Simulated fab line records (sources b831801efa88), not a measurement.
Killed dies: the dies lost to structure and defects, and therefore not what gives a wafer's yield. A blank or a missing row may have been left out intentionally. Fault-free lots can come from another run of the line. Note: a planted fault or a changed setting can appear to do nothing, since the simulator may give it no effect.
Which of the tools did it?	flow gf180mcu	7 lots, 21 wafers sampled, at 1 step of a route of 602

WHAT THE GAUGES SHOWED, per wafer
GF_M4_CD_MEAS_14: the cd target is 280 nm.
lot	measured	on	cdNm (nm)
L378	day 24 18:17	cdSem-01	279.5 281.5 279.7
L385	day 27 05:38	cdSem-01	280.6 279.7 279.4
L389	day 28 11:10	cdSem-01	277.7 279.9 279.0
L390	day 28 23:37	cdSem-01	281.7 281.8 281.2
L393	day 29 11:34	cdSem-01	278.9 280.4 279.2
L395	day 30 02:10	cdSem-01	278.4 279.3 279.0
L397	day 30 17:35	cdSem-02	282.3 280.3 280.3

TOOL THAT RAN EACH LOT (tool first, then ch and the chambers of the sampled wafers, then the start)
No process step before these readings appears in the record.

THE ANSWER, worked out from the rows above alone
Rule: the usual values come from the lots themselves. Put in order of their means at a reading, lots are off if they are a third of the lots or fewer, leave a main group of 4 or more, and stand apart from it by a gap of 3 or more times the standard deviation of the main group's means; of several such gaps the widest counts. If all means in a main group match to the digits the tables above print for the reading, that group is not used. Also off: a lot with no number at a reading for which 4 or more lots have one. All remaining lots with rows at the step are treated as sound.
None of the lots is off at any reading shown; this tells nothing.

WHAT HAD BEEN PUT IN BY THE SIMULATOR
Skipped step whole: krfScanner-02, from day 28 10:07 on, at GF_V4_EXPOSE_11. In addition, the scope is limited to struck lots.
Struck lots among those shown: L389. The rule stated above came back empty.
